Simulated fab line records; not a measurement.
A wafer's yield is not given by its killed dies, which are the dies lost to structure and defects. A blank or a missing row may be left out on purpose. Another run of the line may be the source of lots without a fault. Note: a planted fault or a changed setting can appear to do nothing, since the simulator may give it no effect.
A lot that was struck, set against a sound lot :: flow sfqLine :: 41 out of 325 route steps
Sound: these wafers, L376.2, L376.4, L376.5. Struck: wafers L390.2, L390.3. (L390.5 of the same lot was not struck and is left out.) The cause comes at the end.
Per side, at each step with rows, come the tool, then ch with its chambers, and then its first start. Under that, the readings that differ: sound wafers :: struck wafers :: difference of the means :: sigmas: that difference in standard deviations of wafers without a fault.
alike: readings with means less than 2 such deviations apart, plus words and numbers identical on both sides. not compared: withheld readings, readings lacking a value on some wafer, bounds such as >300 that could conceal the same value, and numbers that have no deviation in the record and whose values overlap.
Wherever a step has rows on one side only, a row that says differs or no value, or a row with sigmas, the two part there. When numbers do not overlap yet have no deviation, they are printed without sigmas and do not part them. A reading that every wafer of one side lacks parts them only if that side has two wafers or more.

first, 6 steps without rows for these wafers: SFQ_TRILAYER_M7_LITHO_COAT_182 (resist thk 62 nm); SFQ_TRILAYER_M7_LITHO_COAT_177 (resist thk 600 nm); SFQ_TRILAYER_M7_LITHO_SOFTBAKE_181; SFQ_TRILAYER_M7_LITHO_EXPOSE_178 (exposes mask M7, target cd 500 nm); SFQ_TRILAYER_M7_LITHO_PEB_180 (peb time 60 s); SFQ_TRILAYER_M7_LITHO_DEVELOP_179 (time 60 s).
SFQ_M7_OVL_MEAS_945:
  struck on overlay-02, day 84 06:10; sound on overlay-02, day 81 15:24
  alike: M7_OVL
then, 1 step without rows for these wafers: SFQ_TRILAYER_M7_BARC_OPEN_METAL_ETCH_229 (etches BARC in O2, target depth 125 nm, time 41.7 s).
SFQ_TRILAYER_M7_ETCH_METAL_ETCH_180: etches Nb in Cl2/Ar, stops on SiO2, target depth 240 nm, time 120 s.
  sound on rieMetal-04 ch 1, day 81 15:29; struck on rieMetal-03 ch 1, day 84 06:16
  alike: drypumpMotorCurrentA, oesProductAu
  not compared: rfHoursCounterH
SFQ_TRILAYER_M7_STRIP_STRIP_181: strips in O2.
  sound on rieMetal-04 ch 1, day 81 15:37; struck on rieMetal-03 ch 1, day 84 06:23
  alike: drypumpMotorCurrentA, oesProductAu
  not compared: rfHoursCounterH
then, 1 step without rows for these wafers: SFQ_TRILAYER_M7_STRIP_SOLV_CLEAN_182 (cleans in NMP, time 600 s).
SFQ_TRILAYER_I7_DEP_PECVD_183: deposits SiO2 from SiH4/N2O, time 111.11 s, target thk 500 nm.
  sound on pecvd-04 ch 0,1,2, day 81 16:23; struck on pecvd-01 ch 0,1, day 84 07:10
  alike: heaterPowerW, throttleValvePct
SFQ_TRILAYER_I7_CMP_CMP_184: polishes SiO2.
  sound on cmp-02 ch 0,2, day 81 16:28; struck on cmp-02 ch 0,3, day 84 09:51
reading: timeToEndpointS (s)
sound: 210 218 215
struck: 272 274
difference: +59
sigmas: +9

reading: model.SiO2_of_TRILAYER_I7_DEP_PECVD_183.thkNm (nm)
sound: 199.3 198.8 198.3
struck: 303.5 302.2
difference: +104.1
sigmas: 
  alike: motorCurrentA
SFQ_I7_BOW_MEAS_946:
  struck on filmMetro-03, day 84 12:52; sound on filmMetro-01, day 81 19:29
  alike: I7_BOW
SFQ_TRILAYER_I7_METRO_MEASURE_185:
  struck on filmMetro-03, day 84 13:10; sound on filmMetro-01, day 81 19:47
reading: thkNm (nm)
sound: 199.4 198.7 198.4
struck: 303.3 302.2
difference: +103.9
sigmas: +99 or more
then, 6 steps without rows for these wafers: SFQ_TRILAYER_I7_VIA_LITHO_COAT_192 (resist thk 62 nm); SFQ_TRILAYER_I7_VIA_LITHO_COAT_187 (resist thk 650 nm); SFQ_TRILAYER_I7_VIA_LITHO_SOFTBAKE_191; SFQ_TRILAYER_I7_VIA_LITHO_EXPOSE_188 (exposes mask I7, target cd 1000 nm); SFQ_TRILAYER_I7_VIA_LITHO_PEB_190 (peb time 60 s); SFQ_TRILAYER_I7_VIA_LITHO_DEVELOP_189 (time 60 s).
-- the record jumps here: 4 days lie between the struck wafers' starts before and after --
SFQ_I7_OVL_MEAS_947:
  struck on overlay-01, day 88 04:33; sound on overlay-02, day 85 19:22
  alike: I7_OVL
SFQ_TRILAYER_I7_VIA_BARC_OPEN_VIA_ETCH_260: etches BARC in O2, target depth 125 nm, time 41.7 s.
  sound on rieDiel-01 ch 1,2,3, day 85 19:24; struck on rieDiel-04 ch 2,3, day 88 04:35
  alike: drypumpMotorCurrentA, oesProductAu
  not compared: rfHoursCounterH
SFQ_TRILAYER_I7_VIA_ETCH_VIA_ETCH_190: etches SiO2 in CHF3, stops on Nb, target depth 260 nm.
  sound on rieDiel-01 ch 1,2,3, day 85 19:26; struck on rieDiel-04 ch 2,3, day 88 04:37
reading: oesProductAu (a.u.)
sound: 0.849 0.847 0.851
struck: 0.997 1.003
difference: +0.151
sigmas: +28

reading: model.I7.featureDepthNm (nm)
sound: 199.3 198.8 198.3
struck: 256.6 260.4
difference: +59.7
sigmas: 

reading: model.etch.depthNm (nm)
sound: 199.3 198.8 198.3
struck: 256.6 260.4
difference: +59.7
sigmas: 
  alike: drypumpMotorCurrentA
SFQ_TRILAYER_I7_VIA_STRIP_STRIP_191: strips in O2.
  sound on rieMetal-04 ch 0,1, day 85 19:33; struck on rieMetal-04 ch 1, day 88 04:44
  alike: drypumpMotorCurrentA, oesProductAu
  not compared: rfHoursCounterH
then, 8 steps without rows for these wafers: SFQ_TRILAYER_I7_VIA_STRIP_SOLV_CLEAN_192 (cleans in NMP, time 600 s); SFQ_TRILAYER_M8_LITHO_LOR_COAT_197; SFQ_TRILAYER_M8_LITHO_LOR_BAKE_198; SFQ_TRILAYER_M8_LITHO_COAT_193 (resist thk 600 nm); SFQ_TRILAYER_M8_LITHO_SOFTBAKE_199; SFQ_TRILAYER_M8_LITHO_EXPOSE_194 (exposes mask M8, target cd 2000 nm); SFQ_TRILAYER_M8_LITHO_PEB_196 (peb time 60 s); SFQ_TRILAYER_M8_LITHO_DEVELOP_195 (img clear 15 s, time 55 s).
-- the record jumps here: 4 days lie between the struck wafers' starts before and after --
SFQ_M8_OVL_MEAS_948:
  struck on overlay-02, day 91 17:25; sound on overlay-01, day 89 13:04
  alike: M8_OVL
then, 3 steps without rows for these wafers: SFQ_TRILAYER_M8_DEP_EVAP_197 (material Ti, target thk 20 nm, time 100 s); SFQ_TRILAYER_M8_DEP_EVAP_198 (material Pt, target thk 50 nm, time 250 s); SFQ_TRILAYER_M8_DEP_EVAP_196 (material Au, target thk 180 nm, time 900 s).
SFQ_M8_RS_MEAS_949: the measuring method here is four-point-probe.
  struck on filmMetro-04, day 91 18:12; sound on filmMetro-01, day 89 13:52
  alike: M8_AU_RS
SFQ_M8_THK_MEAS_950: measures by xrf.
  struck on filmMetro-04, day 91 18:19; sound on filmMetro-01, day 89 13:58
  alike: M8_AU_THK
then, 1 step without rows for these wafers: SFQ_TRILAYER_M8_LIFTOFF_LIFTOFF_197 (chemistry NMP, time 600 s).
SFQ_M8_BOW_MEAS_951:
  struck on filmMetro-01, day 91 18:34; sound on filmMetro-04, day 89 14:14
reading: model.etest.i7.linkOhm
sound: 1.034 1.027 1.035
struck: 1e+06 1e+06
difference: +1e+06
sigmas: 
  alike: M8_BOW

WHERE THEY PART
Last at SFQ_TRILAYER_I7_VIA_ETCH_VIA_ETCH_190 as far as this record goes, first at SFQ_TRILAYER_I7_CMP_CMP_184. Later steps at which nothing parts them and some readings are alike: SFQ_TRILAYER_I7_VIA_STRIP_STRIP_191, SFQ_M8_OVL_MEAS_948, SFQ_M8_RS_MEAS_949, SFQ_M8_THK_MEAS_950, SFQ_M8_BOW_MEAS_951.

WHY: whatever the simulator had introduced
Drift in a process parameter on cmp-02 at SFQ_TRILAYER_I7_CMP_CMP_184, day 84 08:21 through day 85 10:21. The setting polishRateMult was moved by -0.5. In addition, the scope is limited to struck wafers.
